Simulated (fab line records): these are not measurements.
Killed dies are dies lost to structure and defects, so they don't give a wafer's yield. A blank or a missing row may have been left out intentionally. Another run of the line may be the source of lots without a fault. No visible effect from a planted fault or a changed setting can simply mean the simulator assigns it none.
fab line records	flow sky130
record: lots: 24	wafers: 72	last-day: 50
route steps=708 shown FIELD_ISO@17 METAL3@535 METAL4@633 VIA4@651
lots untouched by any fault: they come from a run of this same line in which no faults occurred
start-h: hours from the record's opening day to when the first of the lot's shown wafers began	wait-h: how many hours have passed since the lot's step before this one	" as in the row above	L1.1+2: a row that stands for several wafers	- either no value or no given start	* or withheld: withheld	< > ~ a bound
route shown NAME@n: NAME is a module with steps in the file, n the number in the route of the first one	usual: the fault-free wafers' mean and standard deviation	same: alike in all rows	chamber/n: place in a boat	sites: per-site readings	_std_site: standard deviation of those values	_edge_site: mean of outer sites minus mean of inner sites	radius-mm: for every site, how far away it sits from the centre of the wafer	mask NAME#n: copy n	behind: the most recent tool/chamber to have shaped the wafer	hold: cause of the lot's hold/its duration in hours/its outcome	device: the transistor (n, p or np) that didn't switch	end of line: the route-end tests of the same wafers	a step without rows: its recipe alone	killed: at the first sort, the dies lost to defects and structure; wafer yield is something else	map: dies across one wafer; x = killed, . = not, _ = none there
set.NAME: the setting that was run; set.NAME@STEP: the one run at that earlier step	model.NAME: the simulator's own value behind a step, which no gauge read
one table for each step of the route and one row for each wafer, over a sample of lots
services: the hour from which a tool's chamber was out of use, counted from the record's first day as start-h (under 0 if before that day), plus the number of hours and why
== steps ==
step: SKY_FIELD_ISO_STRIP_16
recipe: chemistry: O2/N2	power-w: 1400	pressure-mtorr: 1500	platen-temp-c: withheld	o2-flow-sccm: 3000	n2-flow-sccm: 300	overash-fraction: 0.5
usual: drypump-motor-current-A: 6.1/0.36	oes-product-au: 0.377/0.0049	strip-time-to-endpoint-s: 3.54/0.041
lot.wafer	tool	chamber	start-h	wait-h	drypump-motor-current-A	oes-product-au	rf-hours-counter-h	strip-time-to-endpoint-s
L074.1	plasma-asher-03	1	33.03	0.0	6.4	0.372	32	3.49
L074.3	"	1	"	"	6.4	0.374	-	3.48
L074.6	"	0	"	"	5.7	0.372	-	3.52
L075.1	plasma-asher-04	0	37.49	0.0	6.3	0.384	22	3.50
L075.4	"	0	"	"	6.4	0.381	-	3.57
L075.5	"	0	"	"	6.4	0.375	-	3.56
L076.1	plasma-asher-01	0	38.54	0.0	6.7	0.365	35	3.52
L076.4	"	1	"	"	6.4	0.378	-	3.58
L076.6	"	0	"	"	6.7	0.383	-	3.59
L077.4	plasma-asher-01	0	46.76	0.1	6.7	0.374	-	3.49
L077.5	"	1	"	"	6.3	0.376	-	3.53
L077.6	"	0	"	"	6.7	0.374	-	3.50
L078.1	plasma-asher-03	1	52.71	0.0	6.4	0.377	34	3.48
L078.3	"	0	"	"	5.6	0.379	-	3.55
L078.6	"	1	"	"	6.4	0.383	-	3.58
L079.1	plasma-asher-03	1	57.06	0.0	6.4	0.385	35	3.56
L079.3	"	1	"	"	6.4	0.385	-	3.54
L079.5	"	1	"	"	6.4	0.382	-	3.55
L080.1	plasma-asher-03	1	60.72	0.0	6.4	0.373	35	3.44
L080.2	"	0	"	"	5.6	0.381	35	3.54
L080.6	"	1	"	"	6.4	0.363	-	3.44
L081.3	plasma-asher-04	1	65.81	0.1	5.8	0.374	-	3.46
L081.4	"	0	"	"	6.4	0.378	-	3.56
L081.5	"	1	"	"	5.7	0.374	-	3.49
L082.1	plasma-asher-01	0	70.59	0.0	6.7	0.374	37	3.44
L082.3	"	0	"	"	6.7	0.373	-	3.50
L082.6	"	1	"	"	6.4	0.369	-	3.48
L083.2	plasma-asher-04	0	75.23	0.0	6.4	0.374	26	3.59
L083.3	"	1	"	"	5.8	0.379	-	3.50
L083.4	"	0	"	"	6.4	0.373	-	3.49
L084.1	plasma-asher-03	0	81.58	0.0	5.7	0.381	37	3.57
L084.5	"	1	"	"	6.4	0.381	-	3.58
L084.6	"	0	"	"	5.6	0.371	-	3.57
L085.1	plasma-asher-01	1	85.43	0.0	6.4	0.381	39	3.59
L085.2	"	0	"	"	6.7	0.377	39	3.57
L085.3	"	0	"	"	6.7	0.385	-	3.59
L086.2	plasma-asher-01	1	93.81	0.0	6.4	0.374	40	3.49
L086.3	"	1	"	"	6.4	0.382	-	3.59
L086.4	"	0	"	"	6.7	0.368	-	3.51
L087.1	plasma-asher-04	1	98.18	0.0	5.8	0.379	28	3.57
L087.3	"	1	"	"	5.8	0.376	-	3.51
L087.4	"	0	"	"	6.4	0.383	-	3.59
L088.4	plasma-asher-03	0	102.24	0.1	5.6	0.379	-	3.60
L088.5	"	0	"	"	5.7	0.365	-	3.53
L088.6	"	1	"	"	6.4	0.376	-	3.53
L089.1	plasma-asher-04	0	108.53	0.0	6.3	0.374	29	3.58
L089.2	"	1	"	"	5.8	0.382	29	3.53
L089.4	"	0	"	"	6.4	0.371	-	3.56
L090.1	plasma-asher-04	1	114.63	0.0	5.8	0.387	30	3.53
L090.4	"	1	"	"	5.8	0.374	-	3.55
L090.6	"	0	"	"	6.3	0.375	-	3.50
L091.2	plasma-asher-04	0	117.41	0.0	6.4	0.384	30	3.60
L091.5	"	1	"	"	5.8	0.373	-	3.51
L091.6	"	0	"	"	6.4	0.377	-	3.56
L092.2	plasma-asher-04	0	121.38	0.0	6.4	0.374	31	3.58
L092.3	"	1	"	"	5.8	0.383	-	3.57
L092.4	"	0	"	"	6.4	0.377	-	3.51
L093.3	plasma-asher-03	0	127.81	0.1	5.7	0.374	-	3.50
L093.4	"	1	"	"	6.4	0.382	-	3.50
L093.5	"	1	"	"	6.4	0.377	-	3.57
L094.1	plasma-asher-04	0	131.44	0.0	6.3	0.378	32	3.53
L094.4	"	0	"	"	6.4	0.374	-	3.50
L094.5	"	0	"	"	6.4	0.376	-	3.51
L095.2	plasma-asher-03	1	137.73	0.0	6.4	0.381	43	3.53
L095.3	"	1	"	"	6.4	0.370	-	3.60
L095.6	"	1	"	"	6.4	0.389	-	3.58
L096.2	plasma-asher-03	1	143.29	0.0	6.4	0.377	43	3.57
L096.4	"	1	"	"	6.4	0.381	-	3.58
L096.6	"	1	"	"	6.4	0.376	-	3.56
L097.4	plasma-asher-04	0	149.41	0.1	6.4	0.377	-	3.51
L097.5	"	0	"	"	6.4	0.377	-	3.58
L097.6	"	1	"	"	5.8	0.368	-	3.53
step: SKY_METAL3_SPUTTER_03
recipe: material: Ti	target-thk-nm: 5	power-w: 3000	time-s: 3.3	chamber-pressure-pa: 0.4
usual: throttle-valve-pct: 30.2/0.88
lot.wafer	tool	chamber	start-h	wait-h	throttle-valve-pct
L074.1	pvd-sputter-03	-	856.39	0.0	31.1
L074.3	"	-	"	"	29.5
L074.6	"	-	"	"	31.2
L075.1	pvd-sputter-03	-	868.41	0.0	29.4
L075.4	"	-	"	"	29.1
L075.5	"	-	"	"	29.3
L076.1	pvd-sputter-03	-	876.61	0.0	29.2
L076.4	"	-	"	"	31.2
L076.6	"	-	"	"	29.6
L077.4	pvd-sputter-03	-	884.38	0.0	30.0
L077.5	"	-	"	"	29.6
L077.6	"	-	"	"	29.3
L078.1	pvd-sputter-01	-	888.62	0.0	30.0
L078.3	"	-	"	"	31.4
L078.6	"	-	"	"	32.8
L079.1	pvd-sputter-03	-	902.26	0.0	29.3
L079.3	"	-	"	"	31.2
L079.5	"	-	"	"	31.1
L080.1	pvd-sputter-03	-	904.73	0.0	29.1
L080.2	"	-	"	"	31.5
L080.6	"	-	"	"	29.9
L081.3	pvd-sputter-04	-	907.60	0.0	30.2
L081.4	"	-	"	"	29.2
L081.5	"	-	"	"	29.5
L082.1	pvd-sputter-03	-	914.83	0.0	30.0
L082.3	"	-	"	"	30.8
L082.6	"	-	"	"	31.3
L083.2	pvd-sputter-01	-	925.27	0.0	31.6
L083.3	"	-	"	"	30.1
L083.4	"	-	"	"	30.2
L084.1	pvd-sputter-04	-	926.73	0.0	30.1
L084.5	"	-	"	"	30.0
L084.6	"	-	"	"	30.3
L085.1	pvd-sputter-03	-	935.75	0.0	29.1
L085.2	"	-	"	"	29.9
L085.3	"	-	"	"	30.9
L087.1	pvd-sputter-04	-	948.77	0.0	30.2
L087.3	"	-	"	"	29.7
L087.4	"	-	"	"	29.9
L086.2	pvd-sputter-01	-	950.84	0.0	32.7
L086.3	"	-	"	"	30.0
L086.4	"	-	"	"	30.4
L088.4	pvd-sputter-03	-	951.51	0.0	31.1
L088.5	"	-	"	"	29.3
L088.6	"	-	"	"	30.9
L089.1	pvd-sputter-04	-	966.34	0.0	30.1
L089.2	"	-	"	"	29.9
L089.4	"	-	"	"	30.3
L090.1	pvd-sputter-03	-	972.79	0.0	29.0
L090.4	"	-	"	"	31.1
L090.6	"	-	"	"	29.0
L091.2	pvd-sputter-04	-	976.52	0.0	30.1
L091.5	"	-	"	"	30.1
L091.6	"	-	"	"	29.4
L092.2	pvd-sputter-01	-	980.67	0.0	31.8
L092.3	"	-	"	"	30.0
L092.4	"	-	"	"	30.2
L093.3	pvd-sputter-04	-	994.01	0.0	29.2
L093.4	"	-	"	"	30.2
L093.5	"	-	"	"	29.9
L094.1	pvd-sputter-04	-	997.37	0.0	30.2
L094.4	"	-	"	"	29.6
L094.5	"	-	"	"	30.4
L095.2	pvd-sputter-03	-	1000.22	0.0	29.3
L095.3	"	-	"	"	29.5
L095.6	"	-	"	"	31.2
L096.2	pvd-sputter-01	-	1008.16	0.0	30.0
L096.4	"	-	"	"	30.3
L096.6	"	-	"	"	30.3
L097.4	pvd-sputter-01	-	1016.78	0.0	31.6
L097.5	"	-	"	"	31.5
L097.6	"	-	"	"	30.1
step: SKY_METAL4_ETCH_17
recipe: target: SiO2	stop-on: TiN	chemistry: C4F8/O2/Ar	source-w: 1500	bias-w: 1200	pressure-mtorr: 40	c4f8-flow-sccm: withheld	O2_flow_sccm: 6	Ar_flow_sccm: 300	time-s: 3.9	target-depth-a: 150
usual: oes-product-au: 0.759/0.0078
lot.wafer	tool	chamber	start-h	wait-h	oes-product-au	rf-hours-counter-h
L074.1	rie-diel-03	3	986.56	0.1	0.763	4
L074.3	"	1	"	"	0.758	19
L074.6	"	2	"	"	0.754	-
L075.1	rie-diel-02	3	997.01	0.1	0.751	4
L075.4	"	0	"	"	0.764	8
L075.5	"	3	"	"	0.765	-
L076.1	rie-diel-01	0	1002.65	0.1	0.756	10
L076.4	"	2	"	"	0.761	28
L076.6	"	2	"	"	0.754	-
L077.4	rie-diel-02	3	1012.09	0.0	0.758	5
L077.5	"	2	"	"	0.763	-
L077.6	"	3	"	"	0.772	-
L078.1	rie-diel-02	0	1014.70	0.1	0.747	9
L078.3	"	1	"	"	0.752	13
L078.6	"	3	"	"	0.758	-
L079.1	rie-diel-03	3	1027.14	0.1	0.756	5
L079.3	"	0	"	"	0.756	7
L079.5	"	3	"	"	0.755	-
L080.1	rie-diel-01	3	1028.72	0.2	0.768	17
L080.2	"	2	"	"	0.754	29
L080.6	"	1	"	"	0.762	-
L081.3	rie-diel-03	1	1031.45	0.0	0.739	21
L081.4	"	1	"	"	0.754	-
L081.5	"	3	"	"	0.752	-
L082.1	rie-diel-03	1	1039.44	0.1	0.751	21
L082.3	"	3	"	"	0.757	6
L082.6	"	0	"	"	0.768	-
L083.2	rie-diel-02	1	1050.19	0.1	0.766	14
L083.3	"	3	"	"	0.764	6
L083.4	"	3	"	"	0.769	-
L084.1	rie-diel-03	1	1050.81	0.1	0.732	21
L084.5	"	3	"	"	0.756	-
L084.6	"	1	"	"	0.767	-
L085.1	rie-diel-02	1	1057.46	0.1	0.756	14
L085.2	"	3	"	"	0.761	6
L085.3	"	0	"	"	0.754	11
L087.1	rie-diel-03	2	1070.34	0.1	0.765	17
L087.3	"	3	"	"	0.769	7
L087.4	"	0	"	"	0.767	8
L086.2	rie-diel-03	1	1072.79	0.1	0.745	22
L086.3	"	0	"	"	0.757	8
L086.4	"	2	"	"	0.758	17
L088.4	rie-diel-01	0	1073.14	0.0	0.766	12
L088.5	"	2	"	"	0.777	-
L088.6	"	1	"	"	0.763	-
L089.1	rie-diel-01	0	1083.29	0.1	0.768	12
L089.2	"	1	"	"	0.761	12
L089.4	"	2	"	"	0.765	31
L090.1	rie-diel-03	0	1090.66	0.1	0.747	9
L090.4	"	3	"	"	0.756	8
L090.6	"	2	"	"	0.766	-
L091.2	rie-diel-03	2	1095.05	0.1	0.754	18
L091.5	"	3	"	"	0.763	-
L091.6	"	2	"	"	0.764	-
L092.2	rie-diel-03	3	1097.26	0.1	0.766	8
L092.3	"	0	"	"	0.762	9
L092.4	"	1	"	"	0.774	23
L093.3	rie-diel-03	3	1108.64	0.0	0.752	8
L093.4	"	1	"	"	0.756	24
L093.5	"	2	"	"	0.767	-
L094.1	rie-diel-01	3	1113.03	0.2	0.753	20
L094.4	"	1	"	"	0.767	14
L094.5	"	2	"	"	0.757	-
L095.2	rie-diel-03	3	1115.14	0.1	0.745	8
L095.3	"	0	"	"	0.751	10
L095.6	"	1	"	"	0.759	-
L096.2	rie-diel-02	1	1122.53	0.1	0.760	16
L096.4	"	0	"	"	0.767	12
L096.6	"	1	"	"	0.766	-
L097.4	rie-diel-03	1	1127.24	0.1	0.754	24
L097.5	"	0	"	"	0.762	-
L097.6	"	3	"	"	0.766	-
step: SKY_VIA4_ETCH_12
recipe: target: SiO2	chemistry: C4F8/O2/Ar	stop-on: TiN	mask-material: NOVOLAK	source-w: 1500	bias-w: 1200	pressure-mtorr: 40	c4f8-flow-sccm: withheld	O2_flow_sccm: 6	Ar_flow_sccm: 300	time-s: withheld	target-depth-a: 5800
usual: oes-product-au: 0.925/0.0049
lot.wafer	tool	chamber	start-h	wait-h	oes-product-au
L074.1	rie-diel-04	3	1011.67	0.0	0.922
L074.3	"	1	"	"	0.923
L074.6	"	0	"	"	0.925
L075.1	rie-diel-04	1	1021.67	0.0	0.925
L075.4	"	0	"	"	0.921
L075.5	"	2	"	"	0.934
L076.1	rie-diel-04	0	1027.45	0.0	0.928
L076.4	"	3	"	"	0.927
L076.6	"	2	"	"	0.924
L077.4	rie-diel-04	3	1035.82	0.0	0.926
L077.5	"	0	"	"	0.934
L077.6	"	3	"	"	0.933
L078.1	rie-diel-04	1	1038.20	0.0	0.920
L078.3	"	2	"	"	0.924
L078.6	"	3	"	"	0.924
L079.1	rie-diel-04	2	1050.89	0.0	0.927
L079.3	"	3	"	"	0.919
L079.5	"	3	"	"	0.927
L080.1	rie-diel-03	3	1052.19	0.0	0.925
L080.2	"	1	"	"	0.915
L080.6	"	1	"	"	0.926
L081.3	rie-diel-03	0	1055.57	0.0	0.921
L081.4	"	2	"	"	0.925
L081.5	"	1	"	"	0.930
L082.1	rie-diel-03	1	1062.82	0.0	0.929
L082.3	"	0	"	"	0.931
L082.6	"	3	"	"	0.923
L083.2	rie-diel-04	3	1073.02	0.0	0.926
L083.3	"	0	"	"	0.928
L083.4	"	2	"	"	0.926
L084.1	rie-diel-01	0	1073.75	0.0	0.932
L084.5	"	2	"	"	0.931
L084.6	"	3	"	"	0.929
L085.1	rie-diel-03	0	1080.17	0.0	0.926
L085.2	"	3	"	"	0.924
L085.3	"	2	"	"	0.923
L087.1	rie-diel-04	2	1092.65	0.0	0.922
L087.3	"	1	"	"	0.931
L087.4	"	3	"	"	0.922
L086.2	rie-diel-03	0	1095.47	0.0	0.910
L086.3	"	2	"	"	0.921
L086.4	"	3	"	"	0.919
L088.4	rie-diel-01	3	1095.53	0.0	0.920
L088.5	"	0	"	"	0.911
L088.6	"	1	"	"	0.927
L089.1	rie-diel-04	0	1105.32	0.0	0.930
L089.2	"	1	"	"	0.919
L089.4	"	3	"	"	0.922
L090.1	rie-diel-03	3	1112.22	0.0	0.929
L090.4	"	2	"	"	0.923
L090.6	"	0	"	"	0.925
L091.2	rie-diel-03	1	1116.47	0.0	0.929
L091.5	"	2	"	"	0.924
L091.6	"	3	"	"	0.922
L092.2	rie-diel-01	2	1118.70	0.0	0.919
L092.3	"	0	"	"	0.927
L092.4	"	1	"	"	0.930
L093.3	rie-diel-04	0	1129.97	0.0	0.919
L093.4	"	2	"	"	0.931
L093.5	"	2	"	"	0.922
L094.1	rie-diel-01	1	1134.19	0.0	0.923
L094.4	"	0	"	"	0.920
L094.5	"	1	"	"	0.925
L095.2	rie-diel-01	0	1135.64	0.0	0.918
L095.3	"	3	"	"	0.930
L095.6	"	2	"	"	0.933
L096.2	rie-diel-03	1	1143.72	0.0	0.925
L096.4	"	2	"	"	0.929
L096.6	"	0	"	"	0.924
L097.4	rie-diel-04	1	1147.39	0.0	0.922
L097.5	"	2	"	"	0.923
L097.6	"	1	"	"	0.923
step: SKY_VIA4_SPUTTER_17
recipe: material: TiN	target-thk-nm: 20	chamber-pressure-pa: 5	power-w: 4000	time-s: 80
usual: throttle-valve-pct: 30.2/0.83
lot.wafer	tool	chamber	start-h	wait-h	throttle-valve-pct
L074.1	pvd-sputter-01	-	1012.34	0.0	31.5
L074.3	"	-	"	"	32.8
L074.6	"	-	"	"	31.6
L075.1	pvd-sputter-02	-	1022.36	0.0	31.0
L075.4	"	-	"	"	32.2
L075.5	"	-	"	"	32.0
L076.1	pvd-sputter-04	-	1028.14	0.0	30.0
L076.4	"	-	"	"	30.2
L076.6	"	-	"	"	30.1
L077.4	pvd-sputter-01	-	1036.52	0.0	30.0
L077.5	"	-	"	"	32.6
L077.6	"	-	"	"	31.6
L078.1	pvd-sputter-04	-	1038.87	0.0	29.9
L078.3	"	-	"	"	29.9
L078.6	"	-	"	"	30.1
L079.1	pvd-sputter-04	-	1051.91	0.0	29.5
L079.3	"	-	"	"	29.9
L079.5	"	-	"	"	29.9
L080.1	pvd-sputter-04	-	1052.85	0.0	29.8
L080.2	"	-	"	"	30.4
L080.6	"	-	"	"	30.3
L081.3	pvd-sputter-04	-	1056.29	0.0	30.3
L081.4	"	-	"	"	30.6
L081.5	"	-	"	"	30.4
L082.1	pvd-sputter-04	-	1063.89	0.0	29.5
L082.3	"	-	"	"	30.0
L082.6	"	-	"	"	29.3
L083.2	pvd-sputter-04	-	1073.69	0.0	30.2
L083.3	"	-	"	"	29.4
L083.4	"	-	"	"	30.1
L084.1	pvd-sputter-04	-	1074.41	0.0	29.5
L084.5	"	-	"	"	30.2
L084.6	"	-	"	"	30.2
L085.1	pvd-sputter-04	-	1080.84	0.0	30.2
L085.2	"	-	"	"	29.4
L085.3	"	-	"	"	30.5
L087.1	pvd-sputter-04	-	1093.35	0.0	30.4
L087.3	"	-	"	"	30.0
L087.4	"	-	"	"	30.2
L086.2	pvd-sputter-04	-	1096.22	0.0	30.0
L086.3	"	-	"	"	30.6
L086.4	"	-	"	"	29.4
L088.4	pvd-sputter-04	-	1096.74	0.0	29.5
L088.5	"	-	"	"	30.0
L088.6	"	-	"	"	29.6
L089.1	pvd-sputter-04	-	1106.05	0.0	29.4
L089.2	"	-	"	"	30.2
L089.4	"	-	"	"	30.0
L090.1	pvd-sputter-04	-	1113.32	0.0	30.0
L090.4	"	-	"	"	29.5
L090.6	"	-	"	"	29.6
L091.2	pvd-sputter-04	-	1117.16	0.0	30.2
L091.5	"	-	"	"	29.9
L091.6	"	-	"	"	30.5
L092.2	pvd-sputter-02	-	1119.36	0.0	31.2
L092.3	"	-	"	"	30.5
L092.4	"	-	"	"	31.2
L093.3	pvd-sputter-01	-	1130.64	0.0	30.0
L093.4	"	-	"	"	31.4
L093.5	"	-	"	"	30.1
L094.1	pvd-sputter-02	-	1134.85	0.0	28.7
L094.4	"	-	"	"	30.5
L094.5	"	-	"	"	32.1
L095.2	pvd-sputter-02	-	1136.43	0.0	31.2
L095.3	"	-	"	"	29.3
L095.6	"	-	"	"	29.0
L096.2	pvd-sputter-02	-	1144.42	0.0	31.0
L096.4	"	-	"	"	30.5
L096.6	"	-	"	"	28.9
L097.4	pvd-sputter-04	-	1148.09	0.0	30.4
L097.5	"	-	"	"	29.4
L097.6	"	-	"	"	30.4
step: SKY_VIA4_THK_MEAS_20
recipe: thk-meas-gauge: xrf	reads: W_of_VIA4_CVD_18
usual: VIA4_W_THK: 498/8.6
lot.wafer	tool	chamber	start-h	wait-h	VIA4_W_THK[nm]
L074.1	film-metro-03	-	1012.67	0.1	482
L074.3	"	-	"	"	496
L074.6	"	-	"	"	491
L075.1	film-metro-04	-	1022.69	0.1	512
L075.4	"	-	"	"	510
L075.5	"	-	"	"	507
L076.1	film-metro-03	-	1028.47	0.1	478
L076.4	"	-	"	"	488
L076.6	"	-	"	"	489
L077.4	film-metro-03	-	1036.85	0.1	495
L077.5	"	-	"	"	501
L077.6	"	-	"	"	493
L078.1	film-metro-03	-	1039.20	0.1	507
L078.3	"	-	"	"	492
L078.6	"	-	"	"	499
L079.1	film-metro-03	-	1052.24	0.1	500
L079.3	"	-	"	"	500
L079.5	"	-	"	"	499
L080.1	film-metro-01	-	1053.19	0.1	500
L080.2	"	-	"	"	501
L080.6	"	-	"	"	501
L081.3	film-metro-04	-	1056.64	0.1	511
L081.4	"	-	"	"	507
L081.5	"	-	"	"	513
L082.1	film-metro-03	-	1064.22	0.1	485
L082.3	"	-	"	"	491
L082.6	"	-	"	"	486
L083.2	film-metro-04	-	1074.03	0.1	503
L083.3	"	-	"	"	513
L083.4	"	-	"	"	505
L084.1	film-metro-01	-	1074.74	0.1	513
L084.5	"	-	"	"	505
L084.6	"	-	"	"	515
L085.1	film-metro-04	-	1081.18	0.1	497
L085.2	"	-	"	"	493
L085.3	"	-	"	"	496
L087.1	film-metro-01	-	1093.68	0.1	501
L087.3	"	-	"	"	497
L087.4	"	-	"	"	496
L086.2	film-metro-03	-	1096.56	0.1	491
L086.3	"	-	"	"	489
L086.4	"	-	"	"	488
L088.4	film-metro-03	-	1097.11	0.1	501
L088.5	"	-	"	"	496
L088.6	"	-	"	"	512
L089.1	film-metro-01	-	1106.39	0.1	502
L089.2	"	-	"	"	490
L089.4	"	-	"	"	503
L090.1	film-metro-03	-	1113.82	0.1	486
L090.4	"	-	"	"	500
L090.6	"	-	"	"	491
L091.2	film-metro-04	-	1117.50	0.1	490
L091.5	"	-	"	"	488
L091.6	"	-	"	"	490
L092.2	film-metro-01	-	1119.86	0.1	490
L092.3	"	-	"	"	494
L092.4	"	-	"	"	496
L093.3	film-metro-03	-	1130.99	0.1	488
L093.4	"	-	"	"	486
L093.5	"	-	"	"	493
L094.1	film-metro-03	-	1135.19	0.1	490
L094.4	"	-	"	"	490
L094.5	"	-	"	"	494
L095.2	film-metro-04	-	1136.78	0.1	509
L095.3	"	-	"	"	510
L095.6	"	-	"	"	514
L096.2	film-metro-03	-	1144.76	0.1	494
L096.4	"	-	"	"	499
L096.6	"	-	"	"	493
L097.4	film-metro-04	-	1148.42	0.1	495
L097.5	"	-	"	"	508
L097.6	"	-	"	"	503
== services ==
tool	chamber	start-h	hours	kind
rie-diel-03	2	21.89	5.5	repair
pvd-sputter-04	-	46.27	3.5	repair
rie-diel-03	3	159.71	7.1	repair
rie-diel-03	0	224.38	14.1	repair
rie-diel-03	0	249.45	9.2	repair
rie-diel-03	3	288.33	5.8	repair
rie-diel-03	2	412.07	5.2	repair
rie-diel-03	0	434.38	6.8	repair
pvd-sputter-04	-	470.79	13.3	repair
rie-diel-03	1	479.07	14.3	repair
rie-diel-03	-	490.50	2.8	pm
pvd-sputter-04	-	497.02	3.9	repair
pvd-sputter-04	-	550.17	1.0	repair
rie-diel-03	2	568.53	7.1	repair
pvd-sputter-04	-	584.20	2.3	repair
pvd-sputter-04	-	609.44	3.4	repair
pvd-sputter-04	-	702.63	3.6	repair
rie-diel-03	1	707.61	32.4	repair
rie-diel-03	-	727.40	0.9	repair
pvd-sputter-04	-	750.59	8.9	repair
rie-diel-03	0	765.71	7.6	repair
rie-diel-03	0	940.75	26.5	repair
pvd-sputter-04	-	954.05	1.5	repair
rie-diel-03	2	1017.88	34.3	repair
== key ==
fault none
